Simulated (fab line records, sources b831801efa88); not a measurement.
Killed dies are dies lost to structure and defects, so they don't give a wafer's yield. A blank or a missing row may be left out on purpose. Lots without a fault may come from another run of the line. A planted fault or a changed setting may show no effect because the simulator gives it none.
Split-lot experiment | flow sfq_line | 5 lots, 23 wafers read, on a route of 325 steps

THE SPLIT
At SFQ_TRILAYER_I3_VIA_BARC_OPEN_VIA_ETCH_121 (etches BARC in O2, target depth 125 nm, time 41.7 s), the setting time_s was moved away from the recipe's 41.7 s on 6 of the 23 wafers read, by -10.7% to +6.5%. The other wafers ran this setting at the recipe's value.

The reading is taken at the split's own step.

THE READING
oes_product_au, in a.u., at SFQ_TRILAYER_I3_VIA_BARC_OPEN_VIA_ETCH_121 (etches BARC in O2, target depth 125 nm, time 41.7 s). Fault-free wafers of this fab line usually give 0.686 a.u., standard deviation 0.0042 a.u..

wafer  | tool, chamber at the split | time_s as run, s | against the recipe | oes_product_au, a.u. | against lot-mates on the recipe
L075.1 | rie_diel-01, 0             | 41.7             | recipe             | 0.686                | -
L075.3 | rie_diel-01, 2             | 41.7             | recipe             | 0.693                | -
L075.6 | rie_diel-01, 2             | 41.7             | recipe             | 0.684                | -
L076.1 | rie_diel-02, 0             | 37.22            | -10.7%             | 0.723                | +0.042
L076.2 | rie_diel-02, 3             | 41.7             | recipe             | 0.676                | -
L076.3 | rie_diel-02, 1             | 37.22            | -10.7%             | 0.723                | +0.042
L076.4 | rie_diel-02, 2             | 41.7             | recipe             | 0.685                | -
L076.5 | rie_diel-02, 3             | 37.22            | -10.7%             | 0.726                | +0.045
L079.1 | rie_diel-02, 2             | 41.7             | recipe             | 0.686                | -
L079.2 | rie_diel-02, 1             | 41.7             | recipe             | 0.683                | -
L079.4 | rie_diel-02, 3             | 41.7             | recipe             | 0.684                | -
L079.5 | rie_diel-02, 1             | 41.7             | recipe             | 0.685                | -
L079.6 | rie_diel-02, 2             | 41.7             | recipe             | 0.685                | -
L082.1 | rie_diel-01, 2             | 41.7             | recipe             | 0.685                | -
L082.3 | rie_diel-01, 0             | 41.7             | recipe             | 0.688                | -
L082.4 | rie_diel-01, 1             | 41.7             | recipe             | 0.685                | -
L082.5 | rie_diel-01, 3             | 41.7             | recipe             | 0.691                | -
L082.6 | rie_diel-01, 0             | 41.7             | recipe             | 0.686                | -
L085.1 | rie_diel-02, 3             | 41.7             | recipe             | 0.685                | -
L085.3 | rie_diel-02, 1             | 44.41            | +6.5%              | 0.671                | -0.012
L085.4 | rie_diel-02, 0             | 44.41            | +6.5%              | 0.675                | -0.008
L085.5 | rie_diel-02, 2             | 44.41            | +6.5%              | 0.681                | -0.002
L085.6 | rie_diel-02, 1             | 41.7             | recipe             | 0.680                | -

THE FIT
A straight line over all 23 wafers: oes_product_au changes by -0.00298 a.u. for each +1% of time_s; r = -0.93; the points scatter about the line by 0.0054 a.u..
The same after taking each lot's own level away (the mean of its wafers on the recipe; 23 wafers): -0.00316 a.u. for each +1%; r = -0.92; scatter 0.0062 a.u..
On that fit, the largest move of time_s shifts the reading by 0.034 a.u..
The lots' own levels span 0.6805 to 0.6877 a.u., that is 1.7 times the standard deviation above.
So the lot-to-lot level changes the slope little: the two slopes agree.
Check: with one of the wafers moved furthest among these (-10.7%) left out of the fit, the line predicts +0.035 a.u. for it against its lot-mates. It came out at +0.0425 a.u. against them.
Tool readings at the split's step, against how far the setting was moved: oes_product_au r = -0.93.

OTHER SPLITS ON THESE WAFERS
These wafers also went through other splits before the reading. Each is held against what the fit with the lots' levels taken away leaves over:
other split on the same wafers               | wafers away from the commonest value | r with oes_product_au (lot level and that fit taken away)
SFQ_TRILAYER_I2_VIA_LITHO_EXPOSE_068 dose_mj | 9                                    | -0.14
SFQ_TRILAYER_M3_LITHO_EXPOSE_076 dose_mj     | 10                                   | +0.47
SFQ_TRILAYER_I3_VIA_LITHO_COAT_085 spin_rpm  | 9                                    | -0.24

THE FILE'S OWN FIT
oes_product_au changes by -0.00326 a.u. for each +1% of time_s, r = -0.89.
